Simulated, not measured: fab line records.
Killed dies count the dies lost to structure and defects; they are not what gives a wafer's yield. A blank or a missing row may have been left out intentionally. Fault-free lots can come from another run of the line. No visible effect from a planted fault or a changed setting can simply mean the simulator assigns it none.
A struck lot beside a sound one ; flow gf180mcu ; 15 out of 602 route steps
Sound: wafers L355.1, L355.3, L355.6. Wafers L359.1, L359.2, L359.6 were the ones struck. The cause comes at the end.
Each step with rows lists, per side, the tool, then ch with its chambers, then its first start. Under that, the readings that differ: sound wafers ; struck wafers ; difference of the means ; sigmas: that difference in standard deviations of wafers without a fault.
alike: words and numbers the same on both sides, and readings whose means are apart by under 2 such deviations; not compared: readings that were withheld, readings missing a value for some wafer, numbers with overlapping values and no deviation given by the record, and bounds like >300 which may hide the same value.
Wherever a step has rows on one side only, a row that says differs or no value, or a row with sigmas, the two part there. When numbers do not overlap yet have no deviation, they are printed without sigmas and do not part them. A reading that every wafer of one side lacks parts them only if that side has two wafers or more.

GF_V2_ETCH_16: etches BARC in N2/H2.
  sound on rie diel-04 ch 1,2,3, day 25 00:55; struck on rie diel-02 ch 0,3, day 26 19:34
  alike: drypump motor current A, oes product au, throttle valve pct
then, 1 step without rows for these wafers: GF_V2_ETCH_17 (etches SiO2 in C4F8/O2/Ar, stops on TiN, target depth 630 nm).
GF_V2_STRIP_18: strips in O2/N2.
  sound on plasma asher-03 ch 0,1, day 25 01:02; struck on plasma asher-03 ch 0,1, day 26 19:41
  alike: drypump motor current A, heater power w, oes product au
  not compared: rf hours counter h
then, 3 steps without rows for these wafers: GF_V2_STRIP_19 (strips in post etch residue remover, time 1200 s); GF_V2_CLEAN_20 (cleans in DIW); GF_V2_SPUTTER_21 (material Ti, target thk 15 nm, time 80.02 s).
GF_V2_SPUTTER_22: material TiN, target thk 10 nm, time 40 s.
  struck on pvd sputter-02, day 26 20:17; sound on pvd sputter-01, day 25 01:41
  alike: cathode dc power W, throttle valve pct
then, 1 step without rows for these wafers: GF_V2_CVD_23 (deposits W, target thk 350 nm, time 104.94 s).
GF_V2_RS_MEAS_24: measures by four-point-probe.
  struck on film metro-02, day 26 20:28; sound on film metro-02, day 25 01:50
  alike: V2_W_RS
GF_V2_THK_MEAS_25: measures by xrf.
  struck on film metro-02, day 26 20:35; sound on film metro-02, day 25 01:57
  alike: V2_W_THK
GF_V2_CMP_26: polishes, stops on SiO2, t overpolish 15 s, target thk 0 nm.
  sound on cmp-01 ch 0,1,3, day 25 02:07; struck on cmp-02 ch 1,3, day 26 20:41
  alike: motor current A, overpolish run s, time to endpoint s
GF_M3_SPUTTER_00: material Ti, target thk 37.5 nm, time 150 s.
  struck on pvd sputter-03, day 26 20:56; sound on pvd sputter-04, day 25 02:19
  alike: cathode dc power W, throttle valve pct
GF_M3_SPUTTER_01: material TiN, target thk 30 nm, time 25 s.
  struck on pvd sputter-03, day 26 21:02; sound on pvd sputter-04, day 25 02:25
reading;sound;struck;difference;sigmas
cathode dc power W (W);6500.1 6501.1 6500.0;9024.5 9022.7 9023.8;+2523.3;+99 or more
model.TiN_of_M3_SPUTTER_01.thk nm (nm);29.72 29.68 29.66;41.99 41.83 41.78;+12.18;
  alike: throttle valve pct
then, 2 steps without rows for these wafers: GF_M3_SPUTTER_02 (material AlCu, target thk 450 nm, time 23.9 s); GF_PASSIVATION_PROBE_99.

## WHERE THEY PART
At GF_M3_SPUTTER_01 and nowhere else, as far as this record goes.

WHY: what the simulator had put in
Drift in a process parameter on pvd sputter-03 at GF_M3_SPUTTER_01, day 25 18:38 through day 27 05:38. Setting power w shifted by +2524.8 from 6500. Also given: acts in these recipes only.
